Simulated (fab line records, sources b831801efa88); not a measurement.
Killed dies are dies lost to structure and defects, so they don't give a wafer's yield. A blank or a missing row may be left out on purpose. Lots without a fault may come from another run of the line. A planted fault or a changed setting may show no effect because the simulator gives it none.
Which tool did it? | flow gf180mcu | 14 lots, 42 wafers sampled, at 1 step of a route of 602

WHAT THE GAUGES READ, wafer by wafer
GF_VT_IMPLANT_OVL_MEAS_40. Usual: VT_IMPLANT_03_OVL -0.1 nm, standard deviation 1.6.
lot  | measured     | on         | VT_IMPLANT_03_OVL (nm) | flag
L942 | day 7 15:05  | overlay-01 | -0.1 0.1 -0.2          |
L943 | day 7 21:17  | overlay-02 | -3.6 -2.2 -1.4         |
L944 | day 8 11:03  | overlay-02 | -0.3 -0.7 -0.9         |
L947 | day 9 03:19  | overlay-02 | -3.2 -0.9 -1.5         |
L949 | day 10 00:01 | overlay-01 | 0.6 -0.3 0.7           |
L951 | day 10 04:14 | overlay-02 | 3.1 3.1 2.4            |
L952 | day 10 10:13 | overlay-01 | -0.7 -0.5 0.7          |
L954 | day 11 01:35 | overlay-01 | 0.5 0.8 1.7            |
L956 | day 11 13:12 | overlay-01 | 2.4 2.9 2.8            |
L958 | day 12 00:34 | overlay-02 | 0.5 2.1 1.3            |
L961 | day 12 20:43 | overlay-02 | -1.9 -1.2 0.0          |
L962 | day 13 01:07 | overlay-01 | 2.9 2.3 1.6            |
L964 | day 13 09:44 | overlay-02 | -0.8 2.2 -0.7          |
L965 | day 13 13:39 | overlay-02 | 0.9 0.0 -0.4           |

WHICH TOOL RAN EACH LOT (tool, then ch and the chambers of the sampled wafers, then the start)
The record holds no process step before these readings.

WHAT THE TOOLS THEMSELVES READ (means of the sampled wafers that have a number; where no wafer has one, the mark that the record gives instead)
The record holds no such reading with a usual standard deviation.

THE ANSWER, worked out from the rows above alone
Rule: a lot is off if the mean of its wafers that have a number lies more than 3 standard deviations from the usual mean. A lot without any number at a reading at which 4 lots or more have one is off too. The other lots that the step has rows for count as sound. The gauges are gone through in route order, then the tools' own readings, and for those a lot's mean is taken as printed above. The first step at which some lot is off is used, and at that step the reading that is off furthest; a lot without a number counts as furthest.
No lot is off at any reading shown: from this, nothing can be told.

WHAT THE SIMULATOR HAD PUT IN
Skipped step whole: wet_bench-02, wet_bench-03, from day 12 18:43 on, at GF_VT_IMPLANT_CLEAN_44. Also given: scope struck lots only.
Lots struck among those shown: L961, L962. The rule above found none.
